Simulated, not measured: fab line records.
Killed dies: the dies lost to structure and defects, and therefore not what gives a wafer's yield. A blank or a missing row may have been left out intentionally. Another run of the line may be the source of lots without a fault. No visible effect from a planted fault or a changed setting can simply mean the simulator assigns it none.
The same fault as seen by 2 desks -- flow sky130 -- each desk holds nothing but its own numbers, with what lay behind them at the end

FOR THE TOOL OWNER'S DESK: hdpcvd-02
The tool's own readings at SKY_VIA1_HDPCVD_00 (deposits SiO2, target thk 1030 nm, time 171.7 s): means of the sampled wafers that have a number, for each lot that ran on this tool. The brackets show how far a lot's mean lies from the usual mean; more than 4 standard deviations puts the lot out of limits, marked OUT.
Columns: A = pressure-mtorr at SKY_VIA1_HDPCVD_00, usual 6.000 mTorr; B = sih4-flow-sccm at SKY_VIA1_HDPCVD_00, usual 59.99 sccm
lot,first seen here,A,B
L387,day 33 05:32,6.025,60.15
L389,day 34 06:40,6.011,60.01
L392,day 35 05:16,6.002,60.05
L394,day 35 18:43,5.988,59.94
L396,day 36 17:10,5.998,59.98
L406,day 39 04:25,6.006,48.08 (-74) OUT
L407,day 39 11:03,6.005,47.93 (-75) OUT
This desk finds L406, L407 out of limits, L406 being first, at day 39 04:25 (sih4-flow-sccm at SKY_VIA1_HDPCVD_00). L387, L389, L392, L394, L396 stayed within limits.

AT THE METROLOGY DESK
What the gauges read for every lot (on any tool): the sampled wafers with a number, averaged. The brackets show how far a lot's mean lies from the usual mean; more than 4 standard deviations puts the lot out of limits, marked OUT.
Columns: A = VIA1_HDPCVD_THK at SKY_VIA1_THK_MEAS_01, usual 1040 nm; B = cd-nm at SKY_METAL2_CD_MEAS_15, usual 140.3 nm
lot,first seen here,A,B
L386,day 32 10:42,1045,138.9
L387,day 33 05:40,1050,138.0
L389,day 34 06:48,1035,141.1
L392,day 35 05:23,1048,140.1
L393,day 35 06:42,1026,140.8
L394,day 35 18:51,1043,138.9
L396,day 36 17:17,1033,142.3
L401,day 37 18:17,1037,139.5
L406,day 39 04:32,834 (-22) OUT,142.8
L407,day 39 11:10,845 (-21) OUT,139.1
L408,day 39 19:56,1048,140.8
L409,day 39 21:41,1039,139.4
Per this desk, out of limits: L406, L407; the first was L406, day 39 04:32 (VIA1_HDPCVD_THK at SKY_VIA1_THK_MEAS_01). L386, L387, L389, L392, L393, L394, L396, L401, L408, L409 stayed within limits.

ALL TOGETHER
The tool owner's desk had the chance to raise an alarm at day 39 04:25 on L406, L407.
Metrology desk: alarm possible at day 39 04:32 on L406, L407.
On hdpcvd-02, each named lot ran SKY_VIA1_HDPCVD_00.

WHAT WAS PUT IN BY THE SIMULATOR
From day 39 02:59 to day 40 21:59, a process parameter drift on hdpcvd-02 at SKY_VIA1_HDPCVD_00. The setting sih4-flow-sccm was moved by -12, starting from 60. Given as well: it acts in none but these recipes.
Shown lots that were struck: L406, L407.
Hours from the fault's start to each desk's first reading out of limits: the tool owner's desk, 1; the metrology desk, 2.
